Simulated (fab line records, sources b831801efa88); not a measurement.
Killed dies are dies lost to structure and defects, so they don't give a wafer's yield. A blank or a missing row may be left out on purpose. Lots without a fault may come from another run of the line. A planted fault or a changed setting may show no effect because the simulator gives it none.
Problem report in the 8D (eight disciplines) form, filled by code | flow gf180mcu | the parts of the form that need people (team, actions taken, sign-off) are left out

1. THE PROBLEM
time_to_endpoint_s at GF_V3_CMP_04 reads a mean of 18 s on 2 wafers of 2 lots; wafers without a fault read 78 s with a standard deviation of 5.6. That is -11 standard deviations from the usual mean.
The step: polishes SiO2.
First seen on wafer L455.6, day 27 20:59, on cmp-02. The record holds 39 wafers of 13 lots with a number at this step. Rule for "out", or "out of limits": more than 4 standard deviations from the usual mean. The other wafers with a number count as sound.

2. WHAT IT IS AND WHAT IT IS NOT
question                    | is                 | is not
which readings at this step | time_to_endpoint_s | edge_zone_pressure_frac, motor_current_A
which lots                  | L455, L457         | L437, L438, L439, L440, L442, L443, L444, L445, L447, L454, L458
which wafers of those lots  | L455.6, L457.2     | L455.1, L455.5, L457.1, L457.6
read on which tools         | cmp-02             | cmp-01
when                        | from day 27 20:59  | up to then (32 sound wafers); but 5 sound wafers of L457, L458 came after

3. SUSPECTS, AND WHAT RULES EACH OUT
Counting: a tool at a process step up to the reading stays a suspect if it ran every lot that is out. Sound lots after the first of them don't rule it out here, since some wafers of a struck lot are sound.
- pvd_sputter-04 at GF_M3_SPUTTER_01 (material TiN, target thk 30 nm, time 25 s): kept. It ran every lot that is out, first L455 (day 26 23:33); its last sound lot up to then is L454 (day 26 13:47).
- pvd_sputter-04 at GF_M3_SPUTTER_03 (material Ti, target thk 10 nm, time 6.7 s): kept. It ran every lot that is out, first L455 (day 26 23:37); its last sound lot up to then is L454 (day 26 13:50).
- pvd_sputter-04 at GF_M3_SPUTTER_04 (material TiN, target thk 50 nm, time 41.7 s): kept. It ran every lot that is out, first L455 (day 26 23:38); its last sound lot up to then is L454 (day 26 13:52).
- cmp-02 at GF_V3_CMP_04 (polishes SiO2): kept. It ran every lot that is out, first L455 (day 27 20:59); its last sound lot up to then is L445 (day 24 20:43). Its own readings are out on those wafers: time_to_endpoint_s.
- Within cmp-02 at GF_V3_CMP_04: the wafers that are out ran in chamber 0; their sound lot-mates ran in chambers 1, 2.
Left after counting: pvd_sputter-04 at GF_M3_SPUTTER_01, pvd_sputter-04 at GF_M3_SPUTTER_03, pvd_sputter-04 at GF_M3_SPUTTER_04, cmp-02 at GF_V3_CMP_04.

4. THE CAUSE (what the simulator had put in)
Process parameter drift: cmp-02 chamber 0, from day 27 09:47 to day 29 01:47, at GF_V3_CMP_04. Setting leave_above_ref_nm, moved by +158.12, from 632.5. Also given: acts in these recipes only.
Counting left 4 suspects, and this tool is among them.

5. THE CHAIN OF EFFECTS, in route order
Each row: a reading whose mean over the struck wafers that have a number lies more than 3 standard deviations from the usual. Only readings for which the record gives a usual standard deviation are gone through. hours: the time from each lot's start at the first step in this table that gives one to its start at this step, as a median over the lots. sigmas: the change in usual standard deviations.
hours | step                    | reading              | usual      | on struck wafers | change | sigmas
0     | GF_V3_CMP_04            | time_to_endpoint_s   | 78 s       | 18               | -60    | -11
-     | GF_V3_ETCH_17           | oes_product_au       | 0.855 a.u. | 0.972            | +0.117 | +24
151   | GF_PASSIVATION_PROBE_99 | defect_limited_yield | 90.3 %     | 71.7             | -18.6  | -13
151   | GF_PASSIVATION_PROBE_99 | killed_at_M0_to_M3   | 22         | 116              | +94    | +20
151   | GF_PASSIVATION_PROBE_99 | killed_dies          | 48         | 140              | +92    | +13
The process steps in it:
- GF_V3_CMP_04: polishes SiO2.
- GF_V3_ETCH_17: etches SiO2 in C4F8/O2/Ar, stops on TiN, target depth 635 nm.
- GF_PASSIVATION_PROBE_99

6. WHAT WOULD HAVE CAUGHT IT SOONER
In this record the first reading out of limits was taken at day 27 20:59, 11 hours after the fault began at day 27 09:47.
